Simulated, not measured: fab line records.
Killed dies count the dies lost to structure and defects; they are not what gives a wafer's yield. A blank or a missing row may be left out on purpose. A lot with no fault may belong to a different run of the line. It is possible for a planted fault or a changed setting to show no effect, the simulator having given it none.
Chamber matching | flow sky130 | 3 sister chambers for SKY_PASSIVATION_CVD_00 on pecvd-01
The step deposits SiO2, target thk 90 nm. 6 wafers are shown with their chamber, then 7 later ones without.

== WAFERS, EACH WITH ITS CHAMBER ==
wafer  | chamber | heater_power_w (W)
L085.4 | 2       | 635
L089.1 | 1       | 644
L089.2 | 2       | 635
L089.4 | 1       | 653
L092.1 | 0       | 823
L092.4 | 0       | 835

== WAFERS WHOSE CHAMBER IS MISSING ==
wafer  | heater_power_w (W)
L092.5 | 662
L094.2 | 701
L094.3 | 708
L094.6 | 695
L096.2 | 867
L096.3 | 741
L096.5 | 743

== THE CHAMBER EACH PASSED THROUGH ==
wafer  | from the rows above     | in truth
L092.5 | 1                       | 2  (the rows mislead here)
L094.2 | 1                       | 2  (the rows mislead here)
L094.3 | 1                       | 1
L094.6 | 1                       | 1
L096.2 | 0                       | 0
L096.3 | can't be placed: 0 or 1 | 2
L096.5 | can't be placed: 0 or 1 | 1
Placed correctly: 3 of 7. From these rows, 2 cannot be placed; in 1 the true chamber is one of the candidates. 2 placed wrongly.
How it was worked out, from the rows above alone: a wafer's distance from a chamber is the root of the sum, over the readings, of the square of ((its reading less the chamber's mean) divided by the reading's scatter). If the next closest chamber is less than 2 further off than the closest, the wafer can't be placed; otherwise it belongs to the closest. Each chamber's mean is taken over the wafers shown for it. The scatter: the root of (the sum of the squares of (reading less its chamber's mean) over the shown wafers, divided by (wafers less chambers)).
